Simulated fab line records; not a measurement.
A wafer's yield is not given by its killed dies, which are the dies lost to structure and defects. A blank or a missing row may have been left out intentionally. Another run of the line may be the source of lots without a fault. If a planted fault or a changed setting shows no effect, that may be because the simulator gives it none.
fab line records	flow sky130
record: lots: 5	wafers: 15	lastDay: 49
route steps=708 shown VIA2@521 METAL3@532 CAPM@537 PAD_OPEN@708
lots untouched by any fault: they come from a run of this same line in which no faults occurred
startH: hours from the record's first day to the start of the lot's first wafer shown	waitH: hours from the lot's prior step to this one	" the same as in the row above	L1.1+2: one row covering several wafers at once	- no value, or no start given	* or withheld: withheld	< > ~ a bound
route shown NAME@n: names a module that has steps shown in the file, with the first one's number in the route	usual: mean/standard deviation of fault-free wafers	same: alike in all rows	chamber/n: place in a boat	sites: the reading at each site	_std_site: the values' standard deviation	_edge_site: the outer-site mean with the inner-site mean subtracted	radiusMm: how far each site lies from the wafer's centre	mask NAME#n: copy n	behind: the most recent tool/chamber to have shaped the wafer	hold: reason for holding the lot/hours on hold/outcome of the hold	device: names the non-switching transistor (n, p or np)	end of line: the same wafers' tests at the end of the route	step lacking rows: just its recipe	killed: count of dies lost to structure and defects at first sort (not the wafer's yield)	map: the dies of a wafer, with x for killed, . for not killed, _ for no die there
set.NAME: the setting that was run; set.NAME@STEP: the one run at that earlier step	model.NAME: the simulator's own value behind a step, which no gauge read
lots at selected steps of the route; one table per step, one row per wafer
services: from which hour (startH, from the record's first day; less than 0 if before it) a tool's chamber was out of use, for how many hours, and why
== steps ==
step: SKY_VIA2_ETCH_14
recipe: chemistry: N2/H2	target: BARC	ionEnergyEv: 200	sourceW: 500	biasW: 100	pressureMtorr: 30	n2FlowSccm: 100	h2FlowSccm: 200	stopOn: SiO2	timeS: 45.9	targetDepthA: 600
step: SKY_VIA2_ETCH_15
recipe: target: SiO2	chemistry: C4F8/O2/Ar	targetDepthNm: 546	stopOn: TiN	maskMaterial: KrF-thick	sourceW: 1500	biasW: 1200	pressureMtorr: 40	c4f8FlowSccm: withheld	O2_flow_sccm: 6	Ar_flow_sccm: 300	timeS: 84
step: SKY_VIA2_STRIP_16
recipe: chemistry: O2/N2	powerW: 1400	pressureMtorr: 1500	platenTempC: withheld	o2FlowSccm: 3000	n2FlowSccm: 300	overashFraction: 0.5
step: SKY_VIA2_STRIP_17
recipe: chemistry: postEtchResidueRemover	timeS: 1200	tempC: 72.5
step: SKY_VIA2_CLEAN_18
recipe: chemistry: IPA	timeS: 180	tempC: 25
step: SKY_VIA2_CLEAN_19
recipe: chemistry: O3/DIW	dry: n2Spin
step: SKY_VIA2_SPUTTER_20
recipe: material: TiN	targetThkNm: 20	chamberPressurePa: 5	powerW: 4000	timeS: 80
step: SKY_VIA2_CVD_21
recipe: material: W	targetThkNm: 420	timeS: 126.4	tempC: 400	pressureTorr: 40
step: SKY_VIA2_CMP_24
recipe: stopOn: SiO2	tOverpolishS: 20	downForcePsi: 3.5	platenRpm: 60	targetThkNm: 0	padVelocityMS: 0.94248
usual: motorCurrentA: 10.4/0.85	overpolishRunS: 20.001/0.0091	timeToEndpointS: 101/4.1
lot.wafer	tool	chamber	startH	waitH	motorCurrentA	overpolishRunS	timeToEndpointS
L132.2	cmp-01	0	865.56	0.0	10.9	20.000	98
L132.4	"	2	"	"	11.5	20.004	97
L132.6	"	1	"	"	9.9	19.990	98
L138.4	cmp-02	0	912.99	0.0	10.1	19.992	104
L138.2	"	2	"	"	8.9	19.991	101
L138.6	"	0	"	"	9.7	20.016	101
L139.3	cmp-02	1	913.29	0.2	10.6	19.995	100
L139.4	"	3	"	"	10.8	20.008	103
L139.2	"	0	"	"	9.5	19.988	105
L141.2	cmp-02	0	934.77	0.2	10.4	20.001	100
L141.6	"	1	"	"	10.1	19.986	103
L141.5	"	2	"	"	9.0	20.004	103
L147.3	cmp-02	2	993.58	0.6	8.5	19.988	99
L147.1	"	3	"	"	10.9	20.014	105
L147.6	"	3	"	"	11.1	20.012	105
step: SKY_METAL3_SPUTTER_00
recipe: material: Ti	targetThkNm: 15	powerW: 3000	timeS: 10	chamberPressurePa: 0.4
step: SKY_METAL3_SPUTTER_01
recipe: material: TiN	targetThkNm: 20	powerW: 6500	timeS: 16.7	chamberPressurePa: 0.4
step: SKY_METAL3_SPUTTER_02
recipe: material: AlCu	targetThkNm: 735	powerW: 10600	timeS: 39.1	chamberPressurePa: 0.4
step: SKY_METAL3_SPUTTER_03
recipe: material: Ti	targetThkNm: 5	powerW: 3000	timeS: 3.3	chamberPressurePa: 0.4
step: SKY_METAL3_SPUTTER_04
recipe: material: TiN	targetThkNm: 70	powerW: 6500	timeS: 58.3	chamberPressurePa: 0.4
step: SKY_CAPM_CVD_00
recipe: material: SiO2	targetThkNm: 15.5	tempC: 400	timeS: withheld	rfW: 450
step: SKY_CAPM_SPUTTER_02
recipe: material: TiN	targetThkNm: 200	tempC: 300	powerW: 6500	timeS: 166.7	chamberPressurePa: 0.4
step: SKY_CAPM_DEHYDRATE_05
recipe: tempC: 200	timeS: 60
step: SKY_CAPM_HMDS_06
recipe: primeTimeS: 60	primeTempC: 120
step: SKY_CAPM_COAT_07
recipe: resist: NOVOLAK	spinRpm: 3000	resistThkNm: 1140
step: SKY_CAPM_SOFTBAKE_08
recipe: tempC: 90	timeS: 60	resist: NOVOLAK
step: SKY_CAPM_EXPOSE_09
recipe: maskId: CAPM	na: 0.6	sourceShape: conventional	sigmaOuter: 0.6	polarization: unpolarized	targetCdNm: 1000	doseMj: 159
step: SKY_CAPM_PEB_10
recipe: tempC: withheld	timeS: *	resist: NOVOLAK
step: SKY_CAPM_DEVELOP_11
recipe: resist: NOVOLAK	developer: TMAH	developTimeS: 60	devTempC: 23
step: SKY_CAPM_METAL_ETCH_13
recipe: targetDepthNm: 220	stopOn: SiO2	chemistry: Cl2/BCl3	target: TiN	pressureMtorr: 10	icpW: 900	biasW: 48.5	Cl2_flow_sccm: 60	bcl3FlowSccm: 30	timeS: 62.9
step: SKY_CAPM_STRIP_14
recipe: chemistry: O2/N2	powerW: 1400	pressureMtorr: 1500	platenTempC: withheld	o2FlowSccm: 3000	n2FlowSccm: 300	overashFraction: 0.5
step: SKY_CAPM_STRIP_15
recipe: chemistry: postEtchResidueRemover	timeS: 1200	tempC: 72.5
step: SKY_CAPM_CLEAN_16
recipe: chemistry: IPA	timeS: 180	tempC: 25
step: SKY_CAPM_CLEAN_17
recipe: chemistry: O3/DIW	dry: n2Spin
step: SKY_METAL3_DEHYDRATE_05
recipe: tempC: 200	timeS: 60
step: SKY_METAL3_HMDS_06
recipe: primeTimeS: 60	primeTempC: 120
step: SKY_METAL3_COAT_07
recipe: resist: BARC	tempC: withheld	timeS: withheld	spinRpm: 3000	resistThkNm: 60
step: SKY_METAL3_COAT_08
recipe: resist: KrF-thick	spinRpm: 3000	resistThkNm: 1140
step: SKY_METAL3_SOFTBAKE_09
recipe: tempC: 100	timeS: 90	resist: KrF-thick
step: SKY_METAL3_EXPOSE_10
recipe: maskId: MM3	na: 0.68	sourceShape: annular	sigmaInner: 0.4	sigmaOuter: 0.8	targetCdNm: 300	doseMj: 28
step: SKY_PAD_OPEN_PROBE_99
usual: defectLimitedYield: 82.2/1.9	killed_at_M0_to_M3: 44/6.9	killed_at_M4_up: 3.3/1.8	killedAtContacts: 24/5	killedAtFrontEnd: 16/4.6	killedAtOther: 0.2/0.42	killedDies: 88/9.2	killedOnRim: 17/3.5	killedOpen: 48/7.3	killedShort: 40/6.5	sort_bin_3_pad_short: 0.9/0.43	sort_bin_5_function: 10.6/1.5	sort_bin_6_memory: 6.4/1.1	sortNPass: 404/9.2	sortYieldPct: 82.2/1.9
same: grossDies: 492	killedAtBackSide: 0	sort_bin_4_leakage[%]: 0	sort_bin_8_speed[%]: 0
lot.wafer	tool	chamber	startH	waitH	defectLimitedYield[%]	killed_at_M0_to_M3	killed_at_M4_up	killedAtContacts	killedAtFrontEnd	killedAtOther	killedDies	killedOnRim	killedOpen	killedShort	sort_bin_3_pad_short[%]	sort_bin_5_function[%]	sort_bin_6_memory[%]	sortNPass	sortYieldPct[%]	model.etest.tester.sortNPass	model.etest.tester.sortYieldPct	model.etest.tester.sort_bin_5_pct	model.etest.tester.sort_bin_6_pct	model.etest.tester.sort_bin_3_pct
L132.2	prober-01	-	1087.13	0.1	82.5	54	3	18	11	0	86	16	42	44	1.6	10.8	5.1	406	82.5	406	82.52	10.77	5.081	1.626
L132.4	prober-01	-	1087.23	0.2	82.3	42	3	24	17	1	87	13	52	35	1.0	11.0	5.7	405	82.3	405	82.32	10.98	5.691	1.016
L132.6	prober-01	-	1087.33	0.2	80.9	53	6	20	15	0	94	14	47	47	1.4	11.4	6.3	398	80.9	398	80.89	11.38	6.301	1.423
L138.2	prober-01	-	1128.77	0.1	84.3	39	3	24	11	0	77	16	46	30	0.2	7.9	7.5	415	84.3	415	84.35	7.927	7.52	0.2033
L138.4	prober-01	-	1128.87	0.2	65.2	130	2	21	18	0	171	33	44	35	2.8	19.7	12.2	321	65.2	321	65.24	19.72	12.2	2.846
L138.6	prober-01	-	1128.97	0.2	67.9	126	1	16	15	0	158	33	33	32	1.4	19.9	10.8	334	67.9	334	67.89	19.92	10.77	1.423
L139.2	prober-02	-	1130.27	0.1	65.4	125	5	25	14	1	170	37	35	44	1.8	20.9	11.8	322	65.4	322	65.45	20.93	11.79	1.829
L139.3	prober-02	-	1130.32	0.2	80.5	39	6	20	31	0	96	23	49	44	1.4	12.2	5.9	396	80.5	396	80.49	12.2	5.894	1.423
L139.4	prober-02	-	1130.37	0.2	81.9	42	3	32	12	0	89	18	46	41	0.4	11.6	6.1	403	81.9	403	81.91	11.59	6.098	0.4065
L141.2	prober-02	-	1141.67	0.1	64.8	129	4	26	14	0	173	32	45	28	3.0	22.6	9.6	319	64.8	319	64.84	22.56	9.553	3.049
L141.5	prober-02	-	1141.82	0.2	82.1	51	2	25	10	0	88	17	54	34	0.4	11.4	6.1	404	82.1	404	82.11	11.38	6.098	0.4065
L141.6	prober-02	-	1141.87	0.2	84.1	42	2	22	12	0	78	11	47	31	0.8	9.3	5.7	414	84.1	414	84.15	9.35	5.691	0.813
L147.1	prober-01	-	1185.98	0.1	83.3	44	2	25	11	0	82	19	47	35	0	9.3	7.3	410	83.3	410	83.33	9.35	7.317	0
L147.3	prober-01	-	1186.08	0.2	85.2	38	2	20	12	1	73	16	42	30	1.0	9.3	4.5	419	85.2	419	85.16	9.35	4.472	1.016
L147.6	prober-01	-	1186.23	0.2	81.3	51	2	23	16	0	92	16	42	50	1.4	11.8	5.5	400	81.3	400	81.3	11.79	5.488	1.423
killed by level:class
L132.2 VIA2:geometricParticle:open=11 VIA1:geometricParticle:open=9 CONTACT:geometricParticle:open=7 METAL1:geometricParticle:short=7 LI_CONTACT:geometricParticle:short=5 METAL2:geometricParticle:short=5 METAL3:geometricParticle:short=5 CONTACT:geometricParticle:short=4
L132.4 CONTACT:geometricParticle:open=12 VIA1:geometricParticle:open=9 VIA2:geometricParticle:open=7 VIA1:geometricParticle:short=6 POLY_GATE:geometricParticle:open=5 POLY_GATE:geometricParticle:short=5 VIA3:geometricParticle:open=5 LI_CONTACT:geometricParticle:open=4
L132.6 VIA1:geometricParticle:short=10 LI_CONTACT:geometricParticle:open=8 VIA2:geometricParticle:open=8 FIELD_ISO:geometricParticle:short=7 VIA1:geometricParticle:open=7 VIA3:geometricParticle:open=7 CONTACT:geometricParticle:short=5 METAL1:geometricParticle:short=5
L138.2 VIA1:geometricParticle:open=10 CONTACT:geometricParticle:open=9 VIA2:geometricParticle:open=6 LI_CONTACT:geometricParticle:open=5 CONTACT:geometricParticle:short=5 FIELD_ISO:geometricParticle:short=4 METAL2:geometricParticle:short=4 VIA3:geometricParticle:open=4
L138.4 VIA2:unspecified=91 CONTACT:geometricParticle:open=12 METAL2:geometricParticle:short=7 VIA2:geometricParticle:open=6 METAL1:geometricParticle:short=6 POLY_GATE:geometricParticle:open=5 POLY_GATE:geometricParticle:short=4 LI_CONTACT:geometricParticle:open=4
L138.6 VIA2:unspecified=93 VIA1:geometricParticle:open=9 FIELD_ISO:geometricParticle:short=7 LI_CONTACT:geometricParticle:open=5 CONTACT:geometricParticle:open=5 METAL1:geometricParticle:short=5 VIA2:geometricParticle:open=5 LOCAL_INTERCONNECT:geometricParticle:short=4
L139.2 VIA2:unspecified=89 CONTACT:geometricParticle:open=7 LOCAL_INTERCONNECT:geometricParticle:short=6 VIA1:geometricParticle:open=6 VIA2:geometricParticle:open=6 METAL2:geometricParticle:short=6 LI_CONTACT:geometricParticle:short=5 METAL1:geometricParticle:short=5
L139.3 VIA1:geometricParticle:open=11 FIELD_ISO:geometricParticle:short=10 CONTACT:geometricParticle:open=10 FIELD_ISO:geometricParticle:open=7 METAL2:geometricParticle:short=5 POLY_GATE:geometricParticle:short=5 METAL1:geometricParticle:short=5 VIA3:geometricParticle:open=5
L139.4 CONTACT:geometricParticle:open=13 VIA1:geometricParticle:open=12 VIA1:geometricParticle:short=7 CONTACT:geometricParticle:short=6 VIA2:geometricParticle:open=5 LOCAL_INTERCONNECT:geometricParticle:short=5 METAL2:geometricParticle:short=5 LI_CONTACT:geometricParticle:short=4
L141.2 VIA2:unspecified=100 CONTACT:geometricParticle:open=11 VIA1:geometricParticle:open=7 FIELD_ISO:geometricParticle:open=6 LI_CONTACT:geometricParticle:open=5 METAL2:geometricParticle:short=4 LOCAL_INTERCONNECT:geometricParticle:short=4 VIA3:geometricParticle:open=4
L141.5 CONTACT:geometricParticle:open=12 VIA1:geometricParticle:open=12 VIA3:geometricParticle:open=10 METAL2:geometricParticle:short=8 METAL1:geometricParticle:short=6 LI_CONTACT:geometricParticle:open=5 VIA2:geometricParticle:short=5 VIA2:geometricParticle:open=5
L141.6 VIA1:geometricParticle:open=13 CONTACT:geometricParticle:open=11 METAL2:geometricParticle:short=5 VIA2:geometricParticle:open=5 VIA3:geometricParticle:open=5 LI_CONTACT:geometricParticle:open=4 VIA1:geometricParticle:short=4 POLY_GATE:geometricParticle:open=3
L147.1 VIA1:geometricParticle:open=12 VIA3:geometricParticle:open=8 METAL2:geometricParticle:short=7 CONTACT:geometricParticle:open=7 LI_CONTACT:geometricParticle:short=5 LI_CONTACT:geometricParticle:open=5 VIA2:geometricParticle:open=5 LOCAL_INTERCONNECT:geometricParticle:short=4
L147.3 VIA2:geometricParticle:open=9 CONTACT:geometricParticle:open=7 METAL1:geometricParticle:short=7 VIA1:geometricParticle:open=7 LI_CONTACT:geometricParticle:open=4 LOCAL_INTERCONNECT:geometricParticle:short=4 VIA3:geometricParticle:open=4 FIELD_ISO:geometricParticle:open=3
L147.6 METAL2:geometricParticle:short=10 VIA1:geometricParticle:open=9 LOCAL_INTERCONNECT:geometricParticle:short=7 METAL1:geometricParticle:short=6 LI_CONTACT:geometricParticle:open=5 VIA2:geometricParticle:open=5 CONTACT:geometricParticle:open=4 VIA1:geometricParticle:short=4
map L138.4 (x killed, . not)
__________.xxx......_________
________x.x....xx...x._______
______.x...xx.....x....._____
_____...xxxx..xx..x...xx.____
____.x..........x.x..x....___
___x.xx.x.x.......xx...x...__
__..xx.......xxx...........x_
_..x...x......xxx....x..xx.x.
_..x..x...x.xx.x.x..x........
_.x.x.....xxxx.....xx...xxx.x
_...x......x..xx..x.xx.......
_...x..xx.xx.x.....x...x.....
_x.x.x..x......x.x...xxx.x...
_.x...x..x.......xxxxxxx.....
_x.x.x.x..x...x....xxx....x..
__.xx....x...x.x.xxx.xxx..x._
___...xxxx.........xx.x.xxx__
____.....xx.xxxx...xx.x.xx___
_____xxxxxx......x.x...xx____
______.x.....x..x.x.x.x._____
________xx...x..xx...._______
__________..x.xx...x_________
map L139.2 (x killed, . not)
__________.xx.x.x.xx_________
________..x....x...x.._______
______x...xx.x.x........_____
_____x.....x.......x.x...____
____.x..xx.x..xx..x..xxxxx___
___.xx..x.....xxx..xx......__
__..x...x..x..x.x....xxx...x_
_......x.x..x...x......x.x.xx
_...x.x.x..x...........xxxx..
_..x.x.x..x.x.x.x.x.xx..xx.xx
_....x.xxx.xx..xx.x..x...x...
_..x....x..xx.xx......xxx.xxx
_..x...xxx.......xx..x.x.....
_.....x..........xx..........
_.xx.x..x..x.........x....xx.
__.x.x.x.....x....x........x_
___xx..x..x..x.xx....xxx...__
____........x.x...x.x.xx.x___
_____.xxx.xxxx...xxx...x.____
______.x.....x..xx.xx..._____
________x.xx....x.x..x_______
__________.xxx...x.x_________
== services ==
tool	chamber	startH	hours	kind
cmp-01	-	880.53	0.4	repair
cmp-02	-	883.50	0.4	repair
cmp-01	-	912.16	4.0	pm
cmp-01	-	916.16	-	consumableReplace:conditioner
cmp-01	-	916.16	-	consumableReplace:pad
cmp-02	-	982.77	2.4	repair
cmp-01	-	992.93	3.7	pm
== key ==
firstSign: step: SKY_PAD_OPEN_PROBE_99	reading: killed_at_M0_to_M3	direction: up	sigmas: 12	usual: 44	struck: 128
effect: step: SKY_PAD_OPEN_PROBE_99	reading: killedDies	direction: up	sigmas: 8.7	usual: 88	struck: 168
modelEffect: step: SKY_PAD_OPEN_PROBE_99	value: etest.tester.sortNPass	without: 405.2	struck: 324
metAt SKY_VIA2_CMP_24
struckWafers L138.4,L138.6,L139.2,L141.2
fault: kind: chamberParticleSource	tool: cmp-02	chamber: 0	onsetH: 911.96	steps: SKY_VIA2_CMP_24	ratePerVisitCm2: 0.43138	endH: 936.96
